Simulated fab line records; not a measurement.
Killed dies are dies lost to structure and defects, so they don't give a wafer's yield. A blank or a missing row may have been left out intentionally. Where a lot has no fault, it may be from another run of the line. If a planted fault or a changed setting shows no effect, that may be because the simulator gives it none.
fab line records    flow sfq-line
[record] lots = 15  wafers = 44  last-day = 82
route steps=325 shown L0@3 M4@161 I4@163 R5@223
lots that met no fault: from a run of the same line without faults
start-h: hours from the record's opening day to when the first of the lot's shown wafers began    wait-h: how many hours have passed since the lot's step before this one    " as in the row above    L1.1+2: one row covering several wafers at once    - no value, or no start given    * or withheld: withheld    < > ~ a bound
route shown NAME@n: NAME is a module with steps in the file, n the number in the route of the first one    usual: mean/standard deviation of fault-free wafers    same: alike in all rows    chamber/n: place in a boat    sites: readings site by site    _std_site: standard deviation of those values    _edge_site: outer sites' mean less inner sites'    radius-mm: for every site, how far away it sits from the centre of the wafer    mask NAME#n: copy n    behind: the most recent tool/chamber to have shaped the wafer    hold: the reason the lot was held/the length of the hold in hours/how it ended    device: names the non-switching transistor (n, p or np)    end of line: tests of these same wafers at the route's end    step lacking rows: just its recipe    killed: the dies lost at the first sort to structure and to defects; this is not the yield of the wafer    map: the dies of a wafer, with x for killed, . for not killed, _ for no die there
set.NAME: the setting the step ran with; set.NAME@STEP: the setting that earlier step ran with    model.NAME: the simulator's own value behind a step, which no gauge read
one table for each step of the route and one row for each wafer, over a sample of lots
services: a tool's chamber out of use, with start hour (start-h, from the record's first day; less than 0 if before it), hours out, and reason
[[steps]]
[step SFQ_TRILAYER_L0_DEP_SPUTTER_003]
[recipe] material = MoNx_KI  base-pressure-pa = 1.33e-06  target-thk-nm = 40  power-w = 800  time-s = 100  chamber-pressure-pa = 0.4
[usual] throttle-valve-pct = 30.1/0.91
lot.wafer  tool            chamber  start-h  wait-h  throttle-valve-pct
L761.1     pvd-sputter-06  -        12.49    0.0     28.6
L761.2     "               -        "        "       31.0
L761.5     "               -        "        "       29.6
L762.1     pvd-sputter-05  -        17.49    0.0     29.6
L762.2     "               -        "        "       31.5
L762.3     "               -        "        "       29.3
L763.2     pvd-sputter-05  -        22.49    0.0     29.7
L763.4     "               -        "        "       29.2
L763.6     "               -        "        "       29.6
L767.3     pvd-sputter-04  -        42.49    0.0     30.5
L767.4     "               -        "        "       30.9
L767.6     "               -        "        "       30.8
L771.1     pvd-sputter-04  -        62.49    0.0     30.7
L771.3     "               -        "        "       29.1
L771.6     "               -        "        "       30.6
L772.5     pvd-sputter-04  -        67.53    0.0     29.1
L772.6     "               -        "        "       30.9
L775.2     pvd-sputter-04  -        82.49    0.0     30.3
L775.4     "               -        "        "       31.0
L775.5     "               -        "        "       30.8
L776.2     pvd-sputter-06  -        87.49    0.0     30.4
L776.5     "               -        "        "       31.2
L776.6     "               -        "        "       30.2
L777.1     pvd-sputter-06  -        92.49    0.0     30.2
L777.5     "               -        "        "       28.9
L777.6     "               -        "        "       30.2
L779.1     pvd-sputter-05  -        102.49   0.0     29.9
L779.2     "               -        "        "       29.4
L779.3     "               -        "        "       29.5
L780.1     pvd-sputter-05  -        107.49   0.0     29.4
L780.5     "               -        "        "       30.2
L780.6     "               -        "        "       29.4
L781.1     pvd-sputter-05  -        112.49   0.0     29.5
L781.3     "               -        "        "       29.5
L781.5     "               -        "        "       29.1
L782.1     pvd-sputter-06  -        117.49   0.0     29.1
L782.2     "               -        "        "       28.8
L782.5     "               -        "        "       29.0
L783.2     pvd-sputter-06  -        122.49   0.0     31.3
L783.4     "               -        "        "       29.5
L783.6     "               -        "        "       30.0
L784.2     pvd-sputter-05  -        127.49   0.0     29.4
L784.3     "               -        "        "       29.6
L784.4     "               -        "        "       32.2
[step SFQ_L0_RS_MEAS_901]
[recipe] thk-meas-gauge = four-point-probe  reads = MoNx_KI_of_TRILAYER_L0_DEP_SPUTTER_003
[usual] L0_MONX_KI_RS = 43.6/0.52
lot.wafer  tool           chamber  start-h  wait-h  hold                      L0_MONX_KI_RS[ohm/sq]
L761.1     film-metro-03  -        12.56    0.0     -                         44.5
L761.2     "              -        "        "       -                         44.1
L761.5     "              -        "        "       -                         44.2
L762.1     film-metro-03  -        17.56    0.0     -                         43.3
L762.2     "              -        "        "       -                         43.7
L762.3     "              -        "        "       -                         43.3
L763.2     film-metro-01  -        22.58    0.1     -                         44.4
L763.4     "              -        "        "       -                         44.2
L763.6     "              -        "        "       -                         43.9
L767.3     film-metro-03  -        42.60    0.1     -                         43.2
L767.4     "              -        "        "       -                         43.0
L767.6     "              -        "        "       -                         43.1
L771.1     film-metro-04  -        62.56    0.0     await-dispo/0.2h/release  66.1
L771.3     "              -        "        "       await-dispo/0.2h/release  42.6
L771.6     "              -        "        "       await-dispo/0.2h/release  43.4
L771.1     film-metro-04  -        62.85    0.3     -                         66.2
L771.3     "              -        "        "       -                         42.6
L771.6     "              -        "        "       -                         43.3
L772.5     film-metro-04  -        67.64    0.1     await-dispo/0.2h/release  65.6
L772.6     "              -        "        "       await-dispo/0.2h/release  43.3
L772.5     film-metro-04  -        67.93    0.3     -                         65.7
L772.6     "              -        "        "       -                         43.4
L775.2     film-metro-03  -        82.58    0.1     await-dispo/0.2h/release  43.0
L775.4     "              -        "        "       await-dispo/0.2h/release  42.9
L775.5     "              -        "        "       await-dispo/0.2h/release  65.2
L775.2     film-metro-03  -        82.87    0.3     -                         43.0
L775.4     "              -        "        "       -                         42.9
L775.5     "              -        "        "       -                         65.2
L776.2     film-metro-04  -        87.58    0.1     -                         43.3
L776.5     "              -        "        "       -                         43.7
L776.6     "              -        "        "       -                         43.3
L777.1     film-metro-01  -        92.56    0.0     -                         43.0
L777.5     "              -        "        "       -                         43.3
L777.6     "              -        "        "       -                         43.1
L779.1     film-metro-03  -        102.56   0.0     -                         43.8
L779.2     "              -        "        "       -                         43.8
L779.3     "              -        "        "       -                         44.2
L780.1     film-metro-03  -        107.56   0.0     -                         43.8
L780.5     "              -        "        "       -                         44.2
L780.6     "              -        "        "       -                         43.7
L781.1     film-metro-04  -        112.56   0.0     -                         43.7
L781.3     "              -        "        "       -                         43.7
L781.5     "              -        "        "       -                         43.4
L782.1     film-metro-04  -        117.56   0.0     -                         44.0
L782.2     "              -        "        "       -                         43.9
L782.5     "              -        "        "       -                         44.0
L783.2     film-metro-03  -        122.58   0.1     -                         43.1
L783.4     "              -        "        "       -                         43.3
L783.6     "              -        "        "       -                         43.4
L784.2     film-metro-03  -        127.58   0.1     -                         43.3
L784.3     "              -        "        "       -                         43.7
L784.4     "              -        "        "       -                         43.7
[step SFQ_L0_THK_MEAS_902]
[recipe] thk-meas-gauge = xrf  reads = MoNx_KI_of_TRILAYER_L0_DEP_SPUTTER_003
[usual] L0_MONX_KI_THK = 38.7/0.53
lot.wafer  tool           chamber  start-h  wait-h  hold                      L0_MONX_KI_THK[nm]
L761.1     film-metro-03  -        12.68    0.1     -                         37.8
L761.2     "              -        "        "       -                         37.9
L761.5     "              -        "        "       -                         38.3
L762.1     film-metro-03  -        17.68    0.1     -                         38.8
L762.2     "              -        "        "       -                         38.7
L762.3     "              -        "        "       -                         38.8
L763.2     film-metro-01  -        22.69    0.1     -                         38.0
L763.4     "              -        "        "       -                         38.2
L763.6     "              -        "        "       -                         38.3
L767.3     film-metro-03  -        42.70    0.1     -                         39.0
L767.4     "              -        "        "       -                         39.2
L767.6     "              -        "        "       -                         39.2
L771.1     film-metro-04  -        65.42    2.6     await-dispo/0.2h/release  25.4
L771.3     "              -        "        "       await-dispo/0.2h/release  39.3
L771.6     "              -        "        "       await-dispo/0.2h/release  38.9
L771.1     film-metro-04  -        65.65    0.2     -                         25.5
L771.3     "              -        "        "       -                         39.7
L771.6     "              -        "        "       -                         39.0
L772.5     film-metro-04  -        73.28    5.3     await-dispo/0.2h/release  25.5
L772.6     "              -        "        "       await-dispo/0.2h/release  38.9
L772.5     film-metro-04  -        73.50    0.2     -                         25.6
L772.6     "              -        "        "       -                         38.7
L775.2     film-metro-03  -        85.99    3.1     await-dispo/0.2h/release  39.3
L775.4     "              -        "        "       await-dispo/0.2h/release  39.4
L775.5     "              -        "        "       await-dispo/0.2h/release  25.8
L775.2     film-metro-03  -        86.21    0.2     -                         39.3
L775.4     "              -        "        "       -                         39.5
L775.5     "              -        "        "       -                         26.1
L776.2     film-metro-04  -        87.69    0.1     -                         38.7
L776.5     "              -        "        "       -                         38.3
L776.6     "              -        "        "       -                         38.7
L777.1     film-metro-01  -        92.68    0.1     -                         39.5
L777.5     "              -        "        "       -                         39.1
L777.6     "              -        "        "       -                         39.2
L779.1     film-metro-03  -        102.68   0.1     -                         38.7
L779.2     "              -        "        "       -                         38.7
L779.3     "              -        "        "       -                         38.7
L780.1     film-metro-03  -        107.68   0.1     -                         38.8
L780.5     "              -        "        "       -                         38.4
L780.6     "              -        "        "       -                         39.4
L781.1     film-metro-04  -        112.68   0.1     -                         38.0
L781.3     "              -        "        "       -                         38.0
L781.5     "              -        "        "       -                         38.6
L782.1     film-metro-04  -        117.68   0.1     -                         38.1
L782.2     "              -        "        "       -                         38.1
L782.5     "              -        "        "       -                         37.9
L783.2     film-metro-03  -        122.69   0.1     -                         39.1
L783.4     "              -        "        "       -                         39.2
L783.6     "              -        "        "       -                         39.4
L784.2     film-metro-03  -        127.69   0.1     -                         39.4
L784.3     "              -        "        "       -                         38.8
L784.4     "              -        "        "       -                         39.0
[step SFQ_TRILAYER_L0_ETCH_METAL_ETCH_008]
[recipe] target = MoNx_KI  stop-on = SiO2  mask-material = PR  chemistry = SF6/O2  target-depth-nm = 50  icp-w = 600  bias-w = 80  pressure-mtorr = 10  time-s = 25
[usual] drypump-motor-current-A = 5.7/0.49  oes-product-au = 0.872/0.0077
lot.wafer  tool          chamber  start-h  wait-h  drypump-motor-current-A  oes-product-au  rf-hours-counter-h
L761.1     rie-metal-04  1        26.54    0.1     5.0                      0.863           96
L761.2     "             1        "        "       5.0                      0.851           -
L761.5     "             1        "        "       5.0                      0.866           -
L762.1     rie-metal-02  1        30.08    0.0     5.6                      0.877           152
L762.2     "             0        "        "       6.4                      0.874           168
L762.3     "             1        "        "       5.6                      0.876           -
L763.2     rie-metal-02  0        34.88    0.0     6.4                      0.863           169
L763.4     "             1        "        "       5.6                      0.865           -
L763.6     "             1        "        "       5.6                      0.866           -
L767.3     rie-metal-04  0        56.49    0.0     5.2                      0.884           -
L767.4     "             1        "        "       5.0                      0.882           -
L767.6     "             0        "        "       5.3                      0.892           -
L771.1     rie-metal-01  0        74.48    0.0     6.1                      0.705           0
L771.3     "             1        "        "       5.5                      0.881           -
L771.6     "             0        "        "       6.1                      0.874           -
L772.5     rie-metal-04  0        83.33    0.0     5.2                      0.711           -
L772.6     "             1        "        "       5.0                      0.872           -
L775.2     rie-metal-01  0        98.90    0.0     6.1                      0.888           5
L775.4     "             0        "        "       6.1                      0.879           -
L775.5     "             1        "        "       5.5                      0.706           -
L776.2     rie-metal-01  0        104.90   0.0     6.1                      0.874           6
L776.5     "             1        "        "       5.5                      0.875           -
L776.6     "             0        "        "       6.1                      0.876           -
L777.1     rie-metal-02  1        108.50   0.0     5.6                      0.875           167
L777.5     "             1        "        "       5.6                      0.866           -
L777.6     "             0        "        "       6.5                      0.883           -
L779.1     rie-metal-01  0        119.30   0.0     6.1                      0.865           9
L779.2     "             1        "        "       5.5                      0.873           137
L779.3     "             0        "        "       6.1                      0.870           -
L780.1     rie-metal-02  0        121.70   0.0     6.4                      0.876           186
L780.5     "             0        "        "       6.5                      0.861           -
L780.6     "             1        "        "       5.6                      0.869           -
L781.1     rie-metal-01  1        127.70   0.0     5.5                      0.867           138
L781.3     "             0        "        "       6.1                      0.868           -
L781.5     "             0        "        "       6.1                      0.874           -
L782.1     rie-metal-02  1        139.75   0.0     5.6                      0.863           173
L782.2     "             0        "        "       6.4                      0.859           189
L782.5     "             0        "        "       6.4                      0.868           -
L783.2     rie-metal-04  0        143.35   0.0     5.3                      0.871           21
L783.4     "             0        "        "       5.3                      0.876           -
L783.6     "             0        "        "       5.3                      0.877           -
L784.2     rie-metal-01  1        151.75   0.0     5.5                      0.882           142
L784.3     "             0        "        "       6.1                      0.871           -
L784.4     "             1        "        "       5.5                      0.867           -
[step SFQ_TRILAYER_M4_STRIP_STRIP_097]
[recipe] gas = O2  power-w = 200  platen-temp-c = 40  overash-fraction = 0.65  chemistry = O2  pressure-mtorr = 50
[usual] drypump-motor-current-A = 5.4/0.54  oes-product-au = 1.003/0.0073
[same] overash-fraction = 0.65
lot.wafer  tool          chamber  start-h  wait-h  drypump-motor-current-A  oes-product-au  rf-hours-counter-h
L761.1     rie-metal-04  0        941.88   0.2     5.3                      1.003           152
L761.2     "             0        "        "       5.2                      1.007           -
L761.5     "             0        "        "       5.2                      1.013           -
L762.1     rie-metal-03  0        942.90   0.1     6.0                      1.006           77
L762.2     "             1        "        "       4.9                      1.010           110
L762.3     "             0        "        "       6.0                      0.996           -
L763.2     rie-metal-02  0        944.10   0.1     6.5                      0.997           110
L763.4     "             1        "        "       5.6                      1.005           -
L763.6     "             0        "        "       6.5                      1.001           -
L767.3     rie-metal-04  0        995.25   0.2     5.2                      1.007           -
L767.4     "             1        "        "       5.0                      0.997           -
L767.6     "             1        "        "       5.0                      0.996           -
L771.1     rie-metal-04  1        1005.64  0.1     5.0                      1.001           70
L771.3     "             0        "        "       5.2                      1.006           -
L771.6     "             1        "        "       5.0                      0.997           -
L772.5     rie-metal-03  0        1007.24  0.4     6.1                      0.993           -
L772.6     "             1        "        "       4.9                      0.995           -
L775.2     rie-metal-04  1        1218.15  0.1     5.0                      1.006           99
L775.4     "             0        "        "       5.3                      1.012           -
L775.5     "             0        "        "       5.3                      1.020           -
L776.2     rie-metal-04  0        1225.42  0.1     5.2                      1.014           32
L776.5     "             1        "        "       5.0                      0.998           -
L776.6     "             0        "        "       5.3                      1.002           -
L777.1     rie-metal-03  0        1235.12  0.1     6.0                      1.003           119
L777.5     "             0        "        "       6.0                      0.997           -
L777.6     "             1        "        "       4.9                      0.997           -
L779.1     rie-metal-04  0        1297.86  0.1     5.3                      1.011           44
L779.2     "             1        "        "       5.0                      1.009           112
L779.3     "             0        "        "       5.3                      1.012           -
L780.1     rie-metal-03  1        1319.65  0.2     5.0                      0.993           23
L780.5     "             1        "        "       5.0                      1.005           -
L780.6     "             1        "        "       5.0                      1.003           -
L781.1     rie-metal-02  0        1331.65  0.2     6.5                      1.001           32
L781.3     "             0        "        "       6.5                      0.989           -
L781.5     "             0        "        "       6.5                      0.995           -
L782.1     rie-metal-02  0        1335.25  0.2     6.4                      1.005           33
L782.2     "             0        "        "       6.4                      0.992           -
L782.5     "             0        "        "       6.4                      1.002           -
L783.2     rie-metal-04  0        1336.26  0.1     5.3                      1.020           51
L783.4     "             1        "        "       5.0                      0.996           -
L783.6     "             0        "        "       5.2                      1.009           -
L784.2     rie-metal-04  1        1338.66  0.1     5.0                      0.993           121
L784.3     "             0        "        "       5.2                      1.014           -
L784.4     "             1        "        "       5.0                      0.999           -
[step SFQ_TRILAYER_I4_DEP_PECVD_099]
[recipe] material = SiO2  temp-c = 150  time-s = 111.11  pressure-torr = 2.4  rf-w = 183.3  precursor = SiH4/N2O  target-thk-nm = 500
[usual] heater-power-w = 88/18  susceptor-temp-C = 150.01/0.15  throttle-valve-pct = 24.8/1.5
lot.wafer  tool      chamber  start-h  wait-h  heater-power-w  susceptor-temp-C  throttle-valve-pct
L761.1     pecvd-02  0        943.26   0.0     96              150.07            23.9
L761.2     "         1        "        "       83              149.94            24.5
L761.5     "         0        "        "       104             150.26            24.0
L762.1     pecvd-01  0        943.67   0.0     60              149.90            26.7
L762.2     "         1        "        "       66              150.00            27.4
L762.3     "         2        "        "       107             150.07            26.3
L763.2     pecvd-02  1        944.87   0.0     76              149.91            24.2
L763.4     "         0        "        "       116             150.07            24.3
L763.6     "         2        "        "       89              150.00            23.6
L767.3     pecvd-04  1        995.87   0.0     85              150.14            23.8
L767.4     "         2        "        "       106             150.04            22.4
L767.6     "         2        "        "       109             150.02            22.6
L771.1     pecvd-01  2        1006.42  0.0     103             149.91            26.1
L771.3     "         0        "        "       62              150.06            26.3
L771.6     "         0        "        "       65              150.11            26.4
L772.5     pecvd-04  2        1007.66  0.0     111             149.98            22.5
L772.6     "         1        "        "       85              150.22            24.0
L775.2     pecvd-02  2        1218.93  0.0     85              150.26            24.2
L775.4     "         2        "        "       85              150.20            24.3
L775.5     "         0        "        "       96              149.95            25.2
L776.2     pecvd-02  0        1226.19  0.0     106             149.81            25.2
L776.5     "         0        "        "       109             150.07            25.0
L776.6     "         1        "        "       78              150.46            25.5
L777.1     pecvd-04  0        1235.89  0.0     87              149.95            24.6
L777.5     "         0        "        "       91              150.05            24.7
L777.6     "         2        "        "       112             150.15            23.0
L779.1     pecvd-02  2        1298.64  0.0     87              149.98            24.7
L779.2     "         0        "        "       111             150.06            25.3
L779.3     "         1        "        "       78              150.03            25.8
L780.1     pecvd-02  0        1321.02  0.0     108             150.17            25.8
L780.5     "         1        "        "       85              150.00            25.9
L780.6     "         0        "        "       112             149.87            25.6
L781.1     pecvd-01  2        1333.02  0.0     119             150.04            23.7
L781.3     "         0        "        "       57              149.92            22.0
L781.5     "         0        "        "       60              149.98            21.7
L782.1     pecvd-01  2        1336.80  0.0     128             150.08            23.8
L782.2     "         0        "        "       65              149.91            21.9
L782.5     "         0        "        "       54              149.98            21.9
L783.2     pecvd-04  0        1337.04  0.0     91              150.34            24.7
L783.4     "         2        "        "       99              149.99            23.3
L783.6     "         0        "        "       92              150.20            24.8
L784.2     pecvd-02  1        1339.61  0.0     83              149.91            25.7
L784.3     "         2        "        "       89              149.74            24.4
L784.4     "         2        "        "       90              149.86            24.7
[step SFQ_R5_OVL_MEAS_935]
[usual] R5_OVL = -2/4.7
lot.wafer  tool        chamber  start-h  wait-h  R5_OVL[nm]
L761.1     overlay-01  -        1399.44  0.1     0
L761.2     "           -        "        "       -9
L761.5     "           -        "        "       0
L762.1     overlay-01  -        1401.84  0.1     -5
L762.2     "           -        "        "       -2
L762.3     "           -        "        "       -2
L763.2     overlay-01  -        1404.25  0.1     -5
L763.4     "           -        "        "       -1
L763.6     "           -        "        "       -2
L767.3     overlay-02  -        1433.73  0.1     -1
L767.4     "           -        "        "       -5
L767.6     "           -        "        "       -3
L771.1     overlay-02  -        1446.92  0.1     -11
L771.3     "           -        "        "       -10
L771.6     "           -        "        "       -4
L772.5     overlay-02  -        1451.19  0.0     -1
L772.6     "           -        "        "       -4
L775.2     overlay-01  -        1614.16  0.1     2
L775.4     "           -        "        "       4
L775.5     "           -        "        "       -2
L776.2     overlay-01  -        1615.36  0.1     -6
L776.5     "           -        "        "       -1
L776.6     "           -        "        "       -4
L777.1     overlay-01  -        1616.55  0.1     -7
L777.5     "           -        "        "       0
L777.6     "           -        "        "       -2
L779.1     overlay-01  -        1623.75  0.1     -3
L779.2     "           -        "        "       -5
L779.3     "           -        "        "       -9
L780.1     overlay-01  -        1624.95  0.1     -8
L780.5     "           -        "        "       -6
L780.6     "           -        "        "       1
L781.1     overlay-01  -        1660.97  0.1     -6
L781.3     "           -        "        "       1
L781.5     "           -        "        "       -2
L782.1     overlay-01  -        1666.97  0.1     4
L782.2     "           -        "        "       -1
L782.5     "           -        "        "       9
L783.2     overlay-01  -        1669.37  0.1     7
L783.4     "           -        "        "       8
L783.6     "           -        "        "       5
L784.2     overlay-02  -        1678.61  0.1     4
L784.3     "           -        "        "       4
L784.4     "           -        "        "       -4
[[services]]
tool          chamber  start-h  hours  kind
rie-metal-02  1        -8.64    1.4    repair
rie-metal-04  -        75.16    1.2    repair
rie-metal-04  1        196.96   9.6    repair
pecvd-02      -        198.89   0.4    repair
rie-metal-02  -        251.06   0.8    repair
pecvd-02      1        261.42   7.0    repair
pecvd-02      0        469.31   2.9    repair
rie-metal-02  0        561.76   15.5   repair
pecvd-02      -        563.75   14.0   pm
rie-metal-04  1        564.81   3.6    repair
rie-metal-04  -        607.04   2.2    repair
rie-metal-04  -        621.08   0.3    repair
rie-metal-04  1        664.78   5.8    repair
rie-metal-02  -        718.40   2.8    pm
rie-metal-04  -        771.17   2.5    repair
rie-metal-04  1        931.34   13.9   repair
rie-metal-02  -        997.45   14.6   pm
rie-metal-04  0        1010.97  14.9   repair
rie-metal-02  0        1012.95  3.4    repair
rie-metal-04  -        1031.18  2.8    pm
rie-metal-02  -        1076.76  1.4    pm
rie-metal-02  1        1133.86  3.6    repair
rie-metal-02  -        1208.06  1.5    repair
rie-metal-02  1        1263.27  99.4   repair
[[key]]
[first-sign] step = SFQ_L0_RS_MEAS_901  reading = visit  direction = added
[effect] step = SFQ_L0_RS_MEAS_901  reading = L0_MONX_KI_RS  direction = up  sigmas = 42  usual = 43.6  struck = 65.6
[effect] step = SFQ_L0_THK_MEAS_902  reading = visit  direction = added
[effect] step = SFQ_L0_THK_MEAS_902  reading = L0_MONX_KI_THK  direction = down  sigmas = 25  usual = 38.7  struck = 25.6
[effect] step = SFQ_TRILAYER_L0_ETCH_METAL_ETCH_008  reading = oes-product-au  direction = down  sigmas = 21  usual = 0.872  struck = 0.707
met-at SFQ_TRILAYER_L0_DEP_SPUTTER_003
struck-lots L771,L772,L775
struck-wafers L771.1,L772.5,L775.5
not-acting-at SFQ_TRILAYER_M4_STRIP_STRIP_097,SFQ_TRILAYER_I4_DEP_PECVD_099,SFQ_R5_OVL_MEAS_935
onset-between 42.49 62.49
[fault] kind = process-parameter-drift  tool = pvd-sputter-04  chamber = -  onset-h = 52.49  steps = SFQ_TRILAYER_L0_DEP_SPUTTER_003  channel = target-thk-nm  offset = -13.899  shape = step  end-h = 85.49  scope = struck-wafers-only  acts-in = these-recipes-only  stated = 40
